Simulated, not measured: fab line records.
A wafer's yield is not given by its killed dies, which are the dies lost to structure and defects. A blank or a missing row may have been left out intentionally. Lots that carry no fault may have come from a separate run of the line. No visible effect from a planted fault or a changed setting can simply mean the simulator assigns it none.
Comparing a struck lot with a sound one :: flow gf180mcu :: 15 out of 602 route steps
Sound: wafers L377.3, L377.5, L377.6. Struck: wafers L390.2, L390.5, L390.6. The cause comes at the end.
Per side, at each step with rows, come the tool, then ch with its chambers, and then its first start. Under that, the readings that differ: sound wafers :: struck wafers :: difference of the means :: sigmas: that difference in standard deviations of wafers without a fault.
alike: readings whose means differ by less than 2 such deviations, and words and numbers that are the same on both sides. not compared: withheld readings, readings that some wafer has no value for, bounds like >300 that may hide the same value, and numbers for which the record gives no deviation and whose values overlap.
The two part at a step that has a row with sigmas, a row that says differs or no value, or rows on one side only. When numbers do not overlap yet have no deviation, they are printed without sigmas and do not part them. A reading that every wafer of one side lacks parts them only if that side has two wafers or more.

first, 1 step without rows for these wafers: GF_TOP_METAL_CLEAN_19 (cleans in DIW).
GF_PASSIVATION_CVD_00: deposits SiO2 from TEOS, target thk 1000 nm, time 111.95 s.
  sound on pecvd-01 ch 1,2, day 28 08:28; struck on pecvd-04 ch 1,2, day 32 02:16
  alike: heater power w
GF_PASSIVATION_THK_MEAS_01:
  struck on film metro-02, day 32 02:22; sound on film metro-04, day 28 08:34
  alike: PASSIVATION_CVD_00_THK
GF_PASSIVATION_CVD_02: deposits Si3N4, target thk 700 nm, time 486.18 s.
  sound on pecvd-03 ch 0,1, day 28 08:45; struck on pecvd-03 ch 0,1,2, day 32 02:25
  alike: heater power w
GF_PASSIVATION_THK_MEAS_03:
  struck on film metro-02, day 32 02:43; sound on film metro-03, day 28 09:03
  alike: PASSIVATION_CVD_02_THK
then, 7 steps without rows for these wafers: GF_PASSIVATION_DEHYDRATE_04 (time 60 s); GF_PASSIVATION_HMDS_05 (prime time 60 s); GF_PASSIVATION_COAT_06 (resist thk 4000 nm); GF_PASSIVATION_SOFTBAKE_07; GF_PASSIVATION_EXPOSE_08 (exposes mask Pad, target cd 40000 nm); GF_PASSIVATION_PEB_09; GF_PASSIVATION_DEVELOP_10 (develop time 60 s).
GF_PASSIVATION_ETCH_11: etches the open film in CF4/O2, stops on TiN, target depth 2040 nm, time 453.3 s.
  sound on rie diel-03 ch 0,1, day 29 03:21; struck on rie diel-03 ch 1,2,3, day 32 19:21
reading: bias w (W)
sound: 150.5 150.1 151.0
struck: 164.9 165.0 164.4
difference: +14.2
sigmas: +30

reading: model.coat_of_PASSIVATION_COAT_06.thk nm (nm)
sound: 2650 2689 2636
struck: 2592 2606 2587
difference: -63
sigmas: 
  alike: drypump motor current A, oes product au, throttle valve pct
  not compared: rf hours counter h
GF_PASSIVATION_STRIP_12: strips in O2/N2.
  sound on plasma asher-01 ch 0,1, day 29 03:39; struck on plasma asher-02 ch 0,1, day 32 19:37
reading: strip time to endpoint s (s)
sound: 32.16 32.61 32.03
struck: 31.53 31.71 31.48
difference: -0.69
sigmas: -3
  alike: drypump motor current A, heater power w, oes product au
  not compared: rf hours counter h
after that, 1 step had no rows for these wafers: GF_PASSIVATION_PROBE_99.

WHERE THEY PART
First at GF_PASSIVATION_ETCH_11; last, within this record, at GF_PASSIVATION_STRIP_12.

WHY: what had been put in by the simulator
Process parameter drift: rie diel-03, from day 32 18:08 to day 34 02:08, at GF_PASSIVATION_ETCH_11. A move of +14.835 in setting bias w, from 150. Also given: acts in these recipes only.
